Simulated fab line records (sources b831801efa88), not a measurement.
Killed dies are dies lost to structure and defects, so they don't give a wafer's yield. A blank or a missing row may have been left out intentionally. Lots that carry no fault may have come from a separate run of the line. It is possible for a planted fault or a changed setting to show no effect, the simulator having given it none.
The tool behind it: which one? -- flow sky130 -- 24 lots, 72 wafers sampled, at 5 steps of a route of 708

== WHAT EACH GAUGE READ, for each wafer ==
SKY_SONOS_ONO_THK_MEAS_03.
lot,measured,on,SONOS_ONO_CVD_02_THK (nm)
L074,day 11 12:08,filmMetro-04,10.51 10.68 10.63
L075,day 11 21:02,filmMetro-04,10.63 10.60 10.64
L076,day 12 10:50,filmMetro-04,10.64 10.70 10.56
L077,day 12 10:49,filmMetro-01,10.74 10.77 10.54
L078,day 12 20:56,filmMetro-02,10.65 10.61 10.54
L079,day 13 03:55,filmMetro-02,10.50 10.54 10.67
L080,day 13 08:10,filmMetro-01,10.59 10.44 10.41
L081,day 13 21:41,filmMetro-02,10.62 10.68 10.70
L082,day 14 09:22,filmMetro-04,10.58 10.59 10.55
L083,day 15 01:09,filmMetro-02,10.53 10.45 10.39
L085,day 15 03:33,filmMetro-02,10.44 10.58 10.49
L084,day 15 06:23,filmMetro-04,10.70 10.71 10.67
L086,day 15 07:26,filmMetro-04,10.55 10.63 10.62
L087,day 15 23:58,filmMetro-04,10.45 10.56 10.60
L088,day 16 09:29,filmMetro-01,10.68 10.72 10.65
L089,day 17 01:07,filmMetro-04,10.51 10.41 10.51
L090,day 17 01:08,filmMetro-02,10.40 10.34 10.25
L091,day 17 13:39,filmMetro-04,10.70 10.88 10.73
L092,day 17 16:31,filmMetro-01,10.72 10.78 10.76
L093,day 17 18:44,filmMetro-04,10.66 10.75 10.72
L094,day 18 03:13,filmMetro-02,10.37 10.51 10.42
L095,day 18 07:58,filmMetro-01,10.61 10.64 10.60
L096,day 18 21:59,filmMetro-02,10.54 10.44 10.67
L097,day 19 07:12,filmMetro-04,10.72 10.68 10.63

SKY_SONOS_ONO_CD_MEAS_13 targets a cd of 410 nm.
lot,measured,on,cdNm (nm)
L074,day 12 14:38,cdSem-01,413.8 411.8 411.4
L075,day 12 22:35,cdSem-02,408.1 406.4 405.4
L076,day 13 12:37,cdSem-01,409.2 407.9 406.6
L077,day 13 16:29,cdSem-02,407.9 409.7 408.3
L078,day 13 23:53,cdSem-02,407.7 410.2 410.4
L079,day 14 06:13,cdSem-02,411.2 413.4 413.1
L080,day 14 10:47,cdSem-02,407.6 409.6 409.4
L081,day 15 01:35,cdSem-02,410.6 411.1 411.6
L082,day 15 13:31,cdSem-01,405.3 407.7 405.7
L083,day 16 05:50,cdSem-01,408.9 408.4 407.7
L085,day 16 08:12,cdSem-02,410.1 410.4 409.3
L084,day 16 11:16,cdSem-01,410.3 409.6 407.2
L086,day 16 12:45,cdSem-02,407.4 407.5 409.6
L087,day 17 04:47,cdSem-01,413.5 414.0 413.0
L088,day 17 14:07,cdSem-01,408.9 406.3 409.0
L089,day 18 06:17,cdSem-01,410.2 412.2 411.3
L090,day 18 07:05,cdSem-01,411.3 411.2 411.3
L091,day 18 20:59,cdSem-02,407.2 406.1 408.5
L092,day 18 23:42,cdSem-01,409.0 409.2 409.1
L093,day 19 02:11,cdSem-02,410.6 413.3 411.5
L094,day 19 11:20,cdSem-02,408.7 406.5 407.8
L095,day 19 16:02,cdSem-01,407.4 407.7 408.0
L096,day 20 06:28,cdSem-02,407.3 409.5 409.9
L097,day 20 14:49,cdSem-02,409.4 408.8 407.7

SKY_LDD_HVN_OVL_MEAS_07.
lot,measured,on,LDD_HVN_OVL (nm)
L074,day 20 04:53,overlay-01,-1.1 -1.5 -4.1
L075,day 20 10:55,overlay-02,-2.3 -1.4 -3.0
L076,day 21 03:46,overlay-02,-1.8 -1.4 -2.4
L077,day 21 09:43,overlay-02,-2.1 -0.1 -1.6
L078,day 22 09:38,overlay-02,-2.1 -1.3 -3.1
L079,day 22 09:40,overlay-01,-1.1 -1.4 -0.5
L080,day 22 17:29,overlay-02,-1.3 -2.2 -1.8
L081,day 23 01:27,overlay-02,-0.6 -1.7 -1.8
L082,day 23 12:52,overlay-02,-2.0 -3.3 -2.2
L083,day 24 04:13,overlay-02,-1.8 1.9 0.3
L085,day 24 09:09,overlay-01,-0.2 0.7 -1.6
L084,day 24 11:00,overlay-01,-0.9 -2.9 -2.0
L086,day 24 14:05,overlay-02,-1.7 -2.0 -2.0
L087,day 25 04:56,overlay-01,-2.8 -2.7 -1.6
L088,day 25 14:34,overlay-02,-1.7 -2.6 -1.2
L089,day 26 03:42,overlay-01,-3.1 -3.1 -2.4
L090,day 26 06:55,overlay-01,-1.2 -1.0 -2.7
L091,day 26 15:21,overlay-01,0.3 -0.3 -0.6
L092,day 26 22:34,overlay-02,-0.8 -1.2 -0.9
L093,day 27 01:52,overlay-02,-2.8 -1.7 -0.8
L094,day 27 07:11,overlay-01,-2.8 -4.0 -4.0
L095,day 27 11:55,overlay-02,-1.6 0.2 -2.3
L096,day 28 02:06,overlay-01,-0.1 -0.9 -0.3
L097,day 28 17:55,overlay-02,-0.5 -3.5 -2.9

== WHICH TOOL RAN EACH LOT (tool, then ch and the chambers of the sampled wafers, then the start) ==
lot,SKY_VT_ADJUST_NCORE_STRIP_10,SKY_SONOS_ONO_STRIP_17
L074,"plasmaAsher-02 ch 0,1, day 8 14:44","plasmaAsher-02 ch 0,1, day 12 14:54"
L075,"plasmaAsher-01 ch 0,1, day 8 20:46","plasmaAsher-04 ch 0,1, day 12 22:50"
L076,"plasmaAsher-02 ch 0,1, day 9 08:22","plasmaAsher-02 ch 0,1, day 13 12:53"
L077,"plasmaAsher-02 ch 0,1, day 9 09:59","plasmaAsher-04 ch 0,1, day 13 16:44"
L078,"plasmaAsher-02 ch 1, day 9 19:53","plasmaAsher-04 ch 0,1, day 14 00:08"
L079,"plasmaAsher-01 ch 0,1, day 10 00:01","plasmaAsher-04 ch 0,1, day 14 06:29"
L080,"plasmaAsher-01 ch 0,1, day 10 06:05","plasmaAsher-04 ch 0,1, day 14 11:08"
L081,"plasmaAsher-02 ch 0,1, day 10 14:50","plasmaAsher-04 ch 0,1, day 15 01:52"
L082,"plasmaAsher-02 ch 0,1, day 11 01:14","plasmaAsher-02 ch 0,1, day 15 13:47"
L083,"plasmaAsher-01 ch 0,1, day 11 18:02","plasmaAsher-04 ch 0,1, day 16 06:05"
L085,"plasmaAsher-02 ch 0,1, day 11 19:35","plasmaAsher-02 ch 0,1, day 16 08:26"
L084,"plasmaAsher-04 ch 0,1, day 11 21:32","plasmaAsher-03 ch 0,1, day 16 11:30"
L086,"plasmaAsher-04 ch 0,1, day 11 22:04","plasmaAsher-02 ch 0,1, day 16 12:59"
L087,"plasmaAsher-02 ch 0,1, day 12 13:20","plasmaAsher-02 ch 0,1, day 17 05:04"
L088,"plasmaAsher-02 ch 0,1, day 12 20:38","plasmaAsher-04 ch 0,1, day 17 14:23"
L089,"plasmaAsher-01 ch 0,1, day 12 21:08","plasmaAsher-04 ch 0,1, day 18 06:33"
L090,"plasmaAsher-02 ch 0,1, day 13 04:40","plasmaAsher-04 ch 0,1, day 18 07:20"
L091,"plasmaAsher-01 ch 0,1, day 13 21:26","plasmaAsher-03 ch 0,1, day 18 21:14"
L092,"plasmaAsher-04 ch 0,1, day 13 22:18","plasmaAsher-03 ch 0,1, day 18 23:58"
L093,"plasmaAsher-01 ch 0,1, day 14 03:05","plasmaAsher-03 ch 0,1, day 19 02:27"
L094,"plasmaAsher-01 ch 0,1, day 14 11:17","plasmaAsher-04 ch 0,1, day 19 11:36"
L095,"plasmaAsher-04 ch 0,1, day 14 17:35","plasmaAsher-04 ch 0,1, day 19 16:18"
L096,"plasmaAsher-04 ch 0,1, day 15 05:17","plasmaAsher-02 ch 0,1, day 20 06:44"
L097,"plasmaAsher-01 ch 0,1, day 15 10:37","plasmaAsher-02 ch 1, day 20 15:09"
- SKY_VT_ADJUST_NCORE_STRIP_10: strips in O2/N2.
- SKY_SONOS_ONO_STRIP_17: strips in O2/N2.

== AS READ BY THE TOOLS THEMSELVES (means over the sampled wafers that have a number; for cases with no such wafer, the mark the record gives instead) ==
SKY_VT_ADJUST_NCORE_STRIP_10.
lot,tool,drypumpMotorCurrentA (A),o2FlowSccm (sccm),oesProductAu (a.u.),stripTimeToEndpointS (s)
L074,plasmaAsher-02,5.8,3000,0.719,14.17
L075,plasmaAsher-01,5.8,2994,0.715,14.20
L076,plasmaAsher-02,5.7,3000,0.720,14.20
L077,plasmaAsher-02,5.7,2995,0.716,14.24
L078,plasmaAsher-02,5.8,3003,0.713,14.22
L079,plasmaAsher-01,5.3,3000,0.715,14.21
L080,plasmaAsher-01,5.3,2986,0.716,14.12
L081,plasmaAsher-02,5.7,3002,0.717,14.22
L082,plasmaAsher-02,5.6,2994,0.717,14.17
L083,plasmaAsher-01,5.3,2996,0.712,14.19
L085,plasmaAsher-02,5.7,3012,0.713,14.27
L084,plasmaAsher-04,6.4,3006,0.716,14.17
L086,plasmaAsher-04,6.3,2999,0.713,14.22
L087,plasmaAsher-02,5.7,3005,0.711,14.18
L088,plasmaAsher-02,5.7,2994,0.720,14.18
L089,plasmaAsher-01,5.3,3004,0.715,14.22
L090,plasmaAsher-02,5.7,3002,0.715,14.21
L091,plasmaAsher-01,5.3,2996,0.713,14.14
L092,plasmaAsher-04,6.3,2998,0.715,14.24
L093,plasmaAsher-01,5.7,2997,0.716,14.14
L094,plasmaAsher-01,5.3,3002,0.713,14.18
L095,plasmaAsher-04,6.4,2997,0.714,14.21
L096,plasmaAsher-04,6.4,3002,0.717,14.18
L097,plasmaAsher-01,5.7,3002,0.722,14.26

SKY_SONOS_ONO_STRIP_17.
lot,tool,drypumpMotorCurrentA (A),o2FlowSccm (sccm),oesProductAu (a.u.),stripTimeToEndpointS (s)
L074,plasmaAsher-02,5.7,3015,0.709,14.08
L075,plasmaAsher-04,6.3,3016,0.708,14.07
L076,plasmaAsher-02,5.7,3003,0.710,14.11
L077,plasmaAsher-04,6.3,3006,0.702,14.10
L078,plasmaAsher-04,6.4,3004,0.712,14.09
L079,plasmaAsher-04,6.4,3000,0.714,14.08
L080,plasmaAsher-04,6.4,3008,0.708,14.10
L081,plasmaAsher-04,6.3,2997,0.713,14.10
L082,plasmaAsher-02,5.7,2996,0.711,14.12
L083,plasmaAsher-04,6.3,3003,0.713,14.07
L085,plasmaAsher-02,5.7,3004,0.711,14.09
L084,plasmaAsher-03,5.6,3011,0.709,14.05
L086,plasmaAsher-02,5.7,3003,0.710,14.05
L087,plasmaAsher-02,5.7,2995,0.710,14.13
L088,plasmaAsher-04,6.3,3003,0.712,14.05
L089,plasmaAsher-04,6.3,3000,0.708,14.10
L090,plasmaAsher-04,6.3,3000,0.709,14.13
L091,plasmaAsher-03,5.7,2995,0.708,14.08
L092,plasmaAsher-03,5.6,3004,0.710,14.14
L093,plasmaAsher-03,5.7,2996,0.714,14.12
L094,plasmaAsher-04,6.4,3004,0.717,14.14
L095,plasmaAsher-04,6.3,3000,0.708,14.12
L096,plasmaAsher-02,5.7,3014,0.716,14.19
L097,plasmaAsher-02,5.7,3006,0.709,14.14

== THE ANSWER, worked out from the rows above alone ==
Rule: usual is defined by the lots themselves. The widest of any qualifying gaps counts: lots, ordered by their means at a reading, are off when they make up no more than a third of the lots, leave a main group of 4 or more, and stand apart from it by 3 or more times the standard deviation of that group's means. The tables above print the reading to a certain number of digits; a main group whose means all agree to those digits is not used. Also off: a lot with no number at a reading for which 4 or more lots have one. Any other lot the step has rows for is counted as sound. First the gauges in route order, then the tools' own readings, where a lot's mean is used as printed above. The first step at which some lot is off is used, and at that step the reading that is off furthest; a lot without a number counts as furthest.
No lot is off at any reading shown: from this, nothing can be told.

== WHAT THE SIMULATOR HAD PUT IN ==
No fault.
